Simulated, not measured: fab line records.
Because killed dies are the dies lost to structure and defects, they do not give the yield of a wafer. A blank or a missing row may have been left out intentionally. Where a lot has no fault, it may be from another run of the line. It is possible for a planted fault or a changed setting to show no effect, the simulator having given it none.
Which tool is to blame? | flow sky130 | 12 lots with 36 wafers sampled at 3 steps, on a route of 708 steps

== WHAT EACH GAUGE READ, for each wafer ==
SKY_VIA3_RS_MEAS_22: measurement is done with a four-point probe.
lot  | measured     | on           | VIA3_W_RS (ohm/sq)
L403 | day 41 02:38 | filmMetro-03 | 0.289 0.296 0.292
L404 | day 41 06:11 | filmMetro-04 | 0.294 0.289 0.294
L406 | day 41 16:39 | filmMetro-03 | 0.294 0.289 0.295
L409 | day 42 11:11 | filmMetro-01 | 0.301 0.289 0.301
L410 | day 42 17:15 | filmMetro-04 | 0.295 0.284 0.292
L412 | day 43 09:19 | filmMetro-01 | 0.290 0.289 0.298
L413 | day 43 17:23 | filmMetro-04 | 0.296 0.289 0.286
L415 | day 43 21:43 | filmMetro-04 | 0.297 0.291 0.299
L414 | day 44 01:11 | filmMetro-04 | 0.305 0.297 0.295
L421 | day 45 12:26 | filmMetro-03 | 0.291 0.292 0.297
L422 | day 45 18:09 | filmMetro-03 | 0.291 0.296 0.294
L423 | day 45 19:35 | filmMetro-04 | 0.290 0.293 0.294

SKY_VIA3_THK_MEAS_23: measures by xrf.
lot  | measured     | on           | VIA3_W_THK (nm)
L403 | day 41 02:45 | filmMetro-03 | 392 382 384
L404 | day 41 06:19 | filmMetro-04 | 383 390 384
L406 | day 41 16:46 | filmMetro-03 | 383 390 382
L409 | day 42 11:19 | filmMetro-01 | 381 398 379
L410 | day 42 17:20 | filmMetro-04 | 385 397 387
L412 | day 43 09:26 | filmMetro-01 | 394 392 384
L413 | day 43 17:29 | filmMetro-04 | 386 394 400
L415 | day 43 21:50 | filmMetro-04 | 384 392 381
L414 | day 44 01:18 | filmMetro-04 | 372 385 388
L421 | day 45 12:33 | filmMetro-03 | 389 386 380
L422 | day 45 18:16 | filmMetro-03 | 389 382 383
L423 | day 45 19:43 | filmMetro-04 | 397 388 391

== TOOL THAT RAN EACH LOT (tool first, then ch and the chambers of the sampled wafers, then the start) ==
lot  | SKY_VIA3_CMP_02
L403 | cmp-01 ch 1,3, day 40 01:06
L404 | cmp-02 ch 0,3, day 40 04:16
L406 | cmp-01 ch 0,1,2, day 40 15:28
L409 | cmp-01 ch 0,1,3, day 41 10:01
L410 | cmp-02 ch 2,3, day 41 15:16
L412 | cmp-01 ch 0,2, day 42 09:20
L413 | cmp-02 ch 1,2,3, day 42 16:49
L415 | cmp-02 ch 1,3, day 42 21:11
L414 | cmp-02 ch 0,3, day 43 00:13
L421 | cmp-01 ch 1,2, day 44 12:55
L422 | cmp-02 ch 1,2,3, day 44 18:26
L423 | cmp-02 ch 0,2, day 44 19:38
- SKY_VIA3_CMP_02: polishes SiO2.

== AS READ BY THE TOOLS THEMSELVES (means over the sampled wafers that have a number; for cases with no such wafer, the mark the record gives instead) ==
SKY_VIA3_CMP_02.
lot  | tool   | motorCurrentA (A)
L403 | cmp-01 | 12.3
L404 | cmp-02 | 10.7
L406 | cmp-01 | 11.7
L409 | cmp-01 | 11.5
L410 | cmp-02 | 11.2
L412 | cmp-01 | 11.9
L413 | cmp-02 | 11.5
L415 | cmp-02 | 11.6
L414 | cmp-02 | 10.4
L421 | cmp-01 | 12.6
L422 | cmp-02 | 11.5
L423 | cmp-02 | 11.4

== THE ANSWER, worked out from the rows above alone ==
Rule: what is usual is taken from the lots themselves. The widest of any qualifying gaps counts: lots, ordered by their means at a reading, are off when they make up no more than a third of the lots, leave a main group of 4 or more, and stand apart from it by 3 or more times the standard deviation of that group's means. A main group whose means are all the same, to the digits that the tables above print for the reading, isn't used. Also off: a lot with no number at a reading for which 4 or more lots have one. Where the step has rows for the other lots, those lots are counted as sound. First the gauges in route order, then the tools' own readings, where a lot's mean is used as printed above. The first step at which some lot is off is used, and at that step the reading that is off furthest; a lot without a number counts as furthest.
No lot is off at any reading shown: from this, nothing can be told.

== WHAT HAD BEEN PUT IN BY THE SIMULATOR ==
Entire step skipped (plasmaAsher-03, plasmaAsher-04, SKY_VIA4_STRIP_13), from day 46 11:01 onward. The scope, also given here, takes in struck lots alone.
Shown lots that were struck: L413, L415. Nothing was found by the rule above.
